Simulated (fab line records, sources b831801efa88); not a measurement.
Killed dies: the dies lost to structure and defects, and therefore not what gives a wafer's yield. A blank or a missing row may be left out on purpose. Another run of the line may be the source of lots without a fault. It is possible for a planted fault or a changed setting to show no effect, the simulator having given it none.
Which tool was responsible? / flow gf180mcu / 33 wafers from 11 lots sampled at 6 of the route's 602 steps

== WHAT THE GAUGES SHOWED, per wafer ==
GF_V2_OVL_MEAS_15.
lot=L311; measured=day 20 08:54; on=overlay-02; V2_OVL (nm)=-6 -7 -11
lot=L312; measured=day 20 18:33; on=overlay-02; V2_OVL (nm)=3 -1 -1
lot=L314; measured=day 21 13:35; on=overlay-02; V2_OVL (nm)=-6 12 -1
lot=L316; measured=day 22 12:54; on=overlay-02; V2_OVL (nm)=-16 -13 -8
lot=L317; measured=day 22 15:50; on=overlay-01; V2_OVL (nm)=1 1 3
lot=L318; measured=day 23 00:45; on=overlay-01; V2_OVL (nm)=0 6 -4
lot=L319; measured=day 23 07:36; on=overlay-01; V2_OVL (nm)=4 -9 2
lot=L328; measured=day 26 13:27; on=overlay-01; V2_OVL (nm)=1 11 -2
lot=L329; measured=day 27 02:32; on=overlay-02; V2_OVL (nm)=5 -5 7
lot=L330; measured=day 27 02:52; on=overlay-01; V2_OVL (nm)=-14 -16 -3
lot=L331; measured=day 27 07:45; on=overlay-02; V2_OVL (nm)=-9 -6 -9

GF_V2_RS_MEAS_24: uses a four-point probe to measure.
lot=L311; measured=day 20 09:49; on=film-metro-04; V2_W_RS (ohm/sq)=0.327 0.325 0.328
lot=L312; measured=day 20 19:30; on=film-metro-04; V2_W_RS (ohm/sq)=0.330 0.331 0.330
lot=L314; measured=day 21 14:35; on=film-metro-04; V2_W_RS (ohm/sq)=0.335 0.326 0.330
lot=L316; measured=day 22 13:52; on=film-metro-01; V2_W_RS (ohm/sq)=0.327 0.326 0.324
lot=L317; measured=day 22 16:45; on=film-metro-04; V2_W_RS (ohm/sq)=0.331 0.325 0.318
lot=L318; measured=day 23 01:40; on=film-metro-04; V2_W_RS (ohm/sq)=0.328 0.324 0.323
lot=L319; measured=day 23 08:52; on=film-metro-02; V2_W_RS (ohm/sq)=0.329 0.319 0.330
lot=L328; measured=day 26 14:22; on=film-metro-02; V2_W_RS (ohm/sq)=0.244 0.247 0.245
lot=L329; measured=day 27 03:28; on=film-metro-02; V2_W_RS (ohm/sq)=0.323 0.329 0.324
lot=L330; measured=day 27 03:49; on=film-metro-01; V2_W_RS (ohm/sq)=0.248 0.250 0.251
lot=L331; measured=day 27 08:41; on=film-metro-01; V2_W_RS (ohm/sq)=0.329 0.333 0.323

GF_V2_THK_MEAS_25: measures by xrf.
lot=L311; measured=day 20 09:56; on=film-metro-04; V2_W_THK (nm)=350 351 347
lot=L312; measured=day 20 19:37; on=film-metro-04; V2_W_THK (nm)=345 345 343
lot=L314; measured=day 21 14:42; on=film-metro-04; V2_W_THK (nm)=339 349 343
lot=L316; measured=day 22 13:58; on=film-metro-01; V2_W_THK (nm)=349 348 351
lot=L317; measured=day 22 16:52; on=film-metro-04; V2_W_THK (nm)=344 350 360
lot=L318; measured=day 23 01:47; on=film-metro-04; V2_W_THK (nm)=346 349 349
lot=L319; measured=day 23 08:59; on=film-metro-02; V2_W_THK (nm)=355 365 351
lot=L328; measured=day 26 14:29; on=film-metro-02; V2_W_THK (nm)=465 463 463
lot=L329; measured=day 27 03:35; on=film-metro-02; V2_W_THK (nm)=356 349 358
lot=L330; measured=day 27 03:55; on=film-metro-01; V2_W_THK (nm)=453 453 448
lot=L331; measured=day 27 08:48; on=film-metro-01; V2_W_THK (nm)=344 339 349

== TOOL THAT RAN EACH LOT (tool first, then ch and the chambers of the sampled wafers, then the start) ==
lot=L311; GF_V2_STRIP_18=plasma-asher-02 ch 0,1, day 20 09:04; GF_V2_SPUTTER_22=pvd-sputter-03, day 20 09:39; GF_V2_CVD_23=cvd-w-01 ch 0,1, day 20 09:41
lot=L312; GF_V2_STRIP_18=plasma-asher-01 ch 0,1, day 20 18:43; GF_V2_SPUTTER_22=pvd-sputter-03, day 20 19:20; GF_V2_CVD_23=cvd-w-01 ch 0,1, day 20 19:22
lot=L314; GF_V2_STRIP_18=plasma-asher-02 ch 0,1, day 21 13:46; GF_V2_SPUTTER_22=pvd-sputter-02, day 21 14:26; GF_V2_CVD_23=cvd-w-01 ch 0,1, day 21 14:28
lot=L316; GF_V2_STRIP_18=plasma-asher-01 ch 0,1, day 22 13:04; GF_V2_SPUTTER_22=pvd-sputter-02, day 22 13:41; GF_V2_CVD_23=cvd-w-01 ch 1, day 22 13:44
lot=L317; GF_V2_STRIP_18=plasma-asher-01 ch 0,1, day 22 16:00; GF_V2_SPUTTER_22=pvd-sputter-03, day 22 16:36; GF_V2_CVD_23=cvd-w-02 ch 0,1, day 22 16:38
lot=L318; GF_V2_STRIP_18=plasma-asher-01 ch 0,1, day 23 00:55; GF_V2_SPUTTER_22=pvd-sputter-01, day 23 01:31; GF_V2_CVD_23=cvd-w-01 ch 0,1, day 23 01:33
lot=L319; GF_V2_STRIP_18=plasma-asher-03 ch 0,1, day 23 07:46; GF_V2_SPUTTER_22=pvd-sputter-03, day 23 08:43; GF_V2_CVD_23=cvd-w-02 ch 0,1, day 23 08:45
lot=L328; GF_V2_STRIP_18=plasma-asher-02 ch 0,1, day 26 13:37; GF_V2_SPUTTER_22=pvd-sputter-03, day 26 14:13; GF_V2_CVD_23=cvd-w-01 ch 0,1, day 26 14:15
lot=L329; GF_V2_STRIP_18=plasma-asher-03 ch 0,1, day 27 02:42; GF_V2_SPUTTER_22=pvd-sputter-01, day 27 03:19; GF_V2_CVD_23=cvd-w-02 ch 0,1, day 27 03:21
lot=L330; GF_V2_STRIP_18=plasma-asher-01 ch 0,1, day 27 03:03; GF_V2_SPUTTER_22=pvd-sputter-03, day 27 03:37; GF_V2_CVD_23=cvd-w-01 ch 0,1, day 27 03:41
lot=L331; GF_V2_STRIP_18=plasma-asher-01 ch 0,1, day 27 07:55; GF_V2_SPUTTER_22=pvd-sputter-01, day 27 08:31; GF_V2_CVD_23=cvd-w-02 ch 0,1, day 27 08:33
- GF_V2_STRIP_18: strips in O2/N2.
- GF_V2_SPUTTER_22: material TiN, target thk 10 nm, time 40 s.
- GF_V2_CVD_23: deposits W, target thk 350 nm, time 104.94 s.

== WHAT THE TOOLS THEMSELVES READ (means of the sampled wafers that have a number; where no wafer has one, the mark that the record gives instead) ==
GF_V2_STRIP_18.
lot=L311; tool=plasma-asher-02; drypump-motor-current-A (A)=5.74; heater-power-w (W)=361; oes-product-au (a.u.)=0.590
lot=L312; tool=plasma-asher-01; drypump-motor-current-A (A)=5.84; heater-power-w (W)=305; oes-product-au (a.u.)=0.591
lot=L314; tool=plasma-asher-02; drypump-motor-current-A (A)=5.72; heater-power-w (W)=357; oes-product-au (a.u.)=0.592
lot=L316; tool=plasma-asher-01; drypump-motor-current-A (A)=5.82; heater-power-w (W)=302; oes-product-au (a.u.)=0.598
lot=L317; tool=plasma-asher-01; drypump-motor-current-A (A)=5.78; heater-power-w (W)=332; oes-product-au (a.u.)=0.593
lot=L318; tool=plasma-asher-01; drypump-motor-current-A (A)=5.79; heater-power-w (W)=327; oes-product-au (a.u.)=0.592
lot=L319; tool=plasma-asher-03; drypump-motor-current-A (A)=5.68; heater-power-w (W)=375; oes-product-au (a.u.)=0.593
lot=L328; tool=plasma-asher-02; drypump-motor-current-A (A)=5.63; heater-power-w (W)=332; oes-product-au (a.u.)=0.595
lot=L329; tool=plasma-asher-03; drypump-motor-current-A (A)=5.69; heater-power-w (W)=364; oes-product-au (a.u.)=0.593
lot=L330; tool=plasma-asher-01; drypump-motor-current-A (A)=5.81; heater-power-w (W)=336; oes-product-au (a.u.)=0.593
lot=L331; tool=plasma-asher-01; drypump-motor-current-A (A)=5.78; heater-power-w (W)=332; oes-product-au (a.u.)=0.594

GF_V2_SPUTTER_22.
lot=L311; tool=pvd-sputter-03; cathode-dc-power-W (W)=3999.7; chamber-pressure-pa (Pa)=4.999; throttle-valve-pct (%)=29.0
lot=L312; tool=pvd-sputter-03; cathode-dc-power-W (W)=4000.1; chamber-pressure-pa (Pa)=5.004; throttle-valve-pct (%)=29.0
lot=L314; tool=pvd-sputter-02; cathode-dc-power-W (W)=3999.7; chamber-pressure-pa (Pa)=4.997; throttle-valve-pct (%)=30.3
lot=L316; tool=pvd-sputter-02; cathode-dc-power-W (W)=4000.1; chamber-pressure-pa (Pa)=4.999; throttle-valve-pct (%)=30.3
lot=L317; tool=pvd-sputter-03; cathode-dc-power-W (W)=4000.3; chamber-pressure-pa (Pa)=5.003; throttle-valve-pct (%)=29.0
lot=L318; tool=pvd-sputter-01; cathode-dc-power-W (W)=3999.9; chamber-pressure-pa (Pa)=5.005; throttle-valve-pct (%)=30.0
lot=L319; tool=pvd-sputter-03; cathode-dc-power-W (W)=3999.9; chamber-pressure-pa (Pa)=5.006; throttle-valve-pct (%)=29.1
lot=L328; tool=pvd-sputter-03; cathode-dc-power-W (W)=4000.5; chamber-pressure-pa (Pa)=4.999; throttle-valve-pct (%)=28.9
lot=L329; tool=pvd-sputter-01; cathode-dc-power-W (W)=3999.7; chamber-pressure-pa (Pa)=5.000; throttle-valve-pct (%)=29.8
lot=L330; tool=pvd-sputter-03; cathode-dc-power-W (W)=3999.8; chamber-pressure-pa (Pa)=5.000; throttle-valve-pct (%)=29.0
lot=L331; tool=pvd-sputter-01; cathode-dc-power-W (W)=3999.4; chamber-pressure-pa (Pa)=5.000; throttle-valve-pct (%)=29.9

GF_V2_CVD_23.
lot=L311; tool=cvd-w-01; heater-power-w (W)=741; susceptor-temp-C (C)=399.90
lot=L312; tool=cvd-w-01; heater-power-w (W)=732; susceptor-temp-C (C)=399.92
lot=L314; tool=cvd-w-01; heater-power-w (W)=730; susceptor-temp-C (C)=400.18
lot=L316; tool=cvd-w-01; heater-power-w (W)=768; susceptor-temp-C (C)=400.06
lot=L317; tool=cvd-w-02; heater-power-w (W)=870; susceptor-temp-C (C)=400.03
lot=L318; tool=cvd-w-01; heater-power-w (W)=728; susceptor-temp-C (C)=399.80
lot=L319; tool=cvd-w-02; heater-power-w (W)=946; susceptor-temp-C (C)=400.11
lot=L328; tool=cvd-w-01; heater-power-w (W)=804; susceptor-temp-C (C)=415.79
lot=L329; tool=cvd-w-02; heater-power-w (W)=900; susceptor-temp-C (C)=399.82
lot=L330; tool=cvd-w-01; heater-power-w (W)=800; susceptor-temp-C (C)=415.95
lot=L331; tool=cvd-w-02; heater-power-w (W)=964; susceptor-temp-C (C)=399.88

== THE ANSWER, worked out from the rows above alone ==
Rule: the usual values come from the lots themselves. Put in order of their means at a reading, lots are off if they are a third of the lots or fewer, leave a main group of 4 or more, and stand apart from it by a gap of 3 or more times the standard deviation of the main group's means; of several such gaps the widest counts. Not used: any main group whose means are identical at the precision the tables above print for the reading. Also off: a lot with no number at a reading for which 4 or more lots have one. Any other lot the step has rows for is counted as sound. After the gauges, taken in route order, come the tools' own readings; for these a lot's mean is taken, as printed above. At the first step where some lot is off, the reading lying furthest off is the one used; lots without a number count as furthest.
Off: at GF_V2_RS_MEAS_24 (V2_W_RS), L328, L330. Mean 0.327 ohm/sq and standard deviation 0.0021 in the main group.
A tool fits if, at a process step before that reading, it ran every lot that is off, and no sound lot after the first of them. Not tried: the gauges at GF_V2_RS_MEAS_24; whatever is off there is also off at GF_V2_CVD_23, on other tools, and gauge error can't account for it. This does not decide it: 2 tools fit, namely pvd-sputter-03 at GF_V2_SPUTTER_22 and cvd-w-01 at GF_V2_CVD_23.

== WHAT THE SIMULATOR HAD PUT IN ==
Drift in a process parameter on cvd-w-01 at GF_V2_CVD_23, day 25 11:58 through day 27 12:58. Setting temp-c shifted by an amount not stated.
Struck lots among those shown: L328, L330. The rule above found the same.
